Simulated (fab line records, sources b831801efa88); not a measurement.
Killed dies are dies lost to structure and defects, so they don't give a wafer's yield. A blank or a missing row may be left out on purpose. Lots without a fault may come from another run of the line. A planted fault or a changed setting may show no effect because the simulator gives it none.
One fault seen from 2 desks | flow gf180mcu | each desk has only its own numbers; what lay behind them comes last

THE METROLOGY DESK
What the gauges read, lot by lot, whatever tool the lot ran on: means of the sampled wafers that have a number. A lot is out of limits, marked OUT, if its mean lies more than 4 standard deviations from the usual mean; the brackets give that distance.
Columns: A = V4_CVD_02_THK at GF_V4_THK_MEAS_03, usual 852 nm; B = V4_OVL at GF_V4_OVL_MEAS_15, usual -1 nm; C = MIM_ALCU_RS at GF_MIM_RS_MEAS_10, usual 0.1607 ohm/sq; D = MIM_ALCU_THK at GF_MIM_THK_MEAS_11, usual 202.2 nm; E = cd_nm at GF_M5_CD_MEAS_07, usual 279.9 nm
lot  | first seen here | A   | B  | C                | D                | E
L234 | day 24 14:08    | 856 | -5 | 0.1632           | 198.3            | 280.3
L236 | day 25 09:47    | 850 | 2  | 0.1611           | 201.5            | 277.7
L237 | day 25 12:17    | 843 | -6 | 0.1594           | 204.0            | 278.6
L241 | day 26 19:17    | 865 | 1  | 0.1840 (+10) OUT | 188.7 (-4.7) OUT | 281.8
L242 | day 27 04:00    | 836 | 1  | 0.1601           | 203.7            | 280.4
L245 | day 28 03:28    | 845 | 1  | 0.1593           | 203.3            | 281.4
L246 | day 28 09:21    | 858 | -1 | 0.1602           | 201.9            | 280.8
L249 | day 29 06:49    | 852 | -4 | 0.1607           | 202.5            | 279.6
L251 | day 29 21:23    | 849 | -8 | 0.1625           | 200.2            | 279.2
L252 | day 30 02:50    | 845 | -0 | 0.1592           | 204.3            | 279.9
This desk's finding: out of limits on L241; first on L241, day 27 17:27 (MIM_ALCU_RS at GF_MIM_RS_MEAS_10). In limits: L234, L236, L237, L242, L245, L246, L249, L251, L252.

THE TOOL OWNER'S DESK: pvd_sputter-04
The tool's own readings at GF_MIM_SPUTTER_08 (material AlCu, target thk 200 nm, time 10.6 s): means of the sampled wafers that have a number, for each lot that ran on this tool. A lot is out of limits, marked OUT, if its mean lies more than 4 standard deviations from the usual mean; the brackets give that distance.
Columns: A = chamber_pressure_pa at GF_MIM_SPUTTER_08, usual 0.4001 Pa; B = throttle_valve_pct at GF_MIM_SPUTTER_08, usual 30.3 %
lot  | first seen here | A      | B
L234 | day 25 13:31    | 0.3992 | 30.6
L236 | day 26 09:01    | 0.3996 | 29.3
L237 | day 26 11:32    | 0.4000 | 30.4
L241 | day 27 17:22    | 0.3999 | 30.5
This desk's finding: nothing out of limits on any of the 4 lots.

PUT TOGETHER
The metrology desk could have raised an alarm at day 27 17:27, on L241.
The tool owner's desk saw nothing out of limits.
The tool owner's desk has L241 on record, within its limits.
Of the lots named, all ran GF_MIM_SPUTTER_08 on pvd_sputter-04.

WHAT THE SIMULATOR HAD PUT IN
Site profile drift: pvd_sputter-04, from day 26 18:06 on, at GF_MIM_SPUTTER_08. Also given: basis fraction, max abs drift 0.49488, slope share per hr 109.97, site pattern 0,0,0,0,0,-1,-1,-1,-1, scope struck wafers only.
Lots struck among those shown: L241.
Hours from the fault's start to each desk's first reading out of limits: the metrology desk, 23.
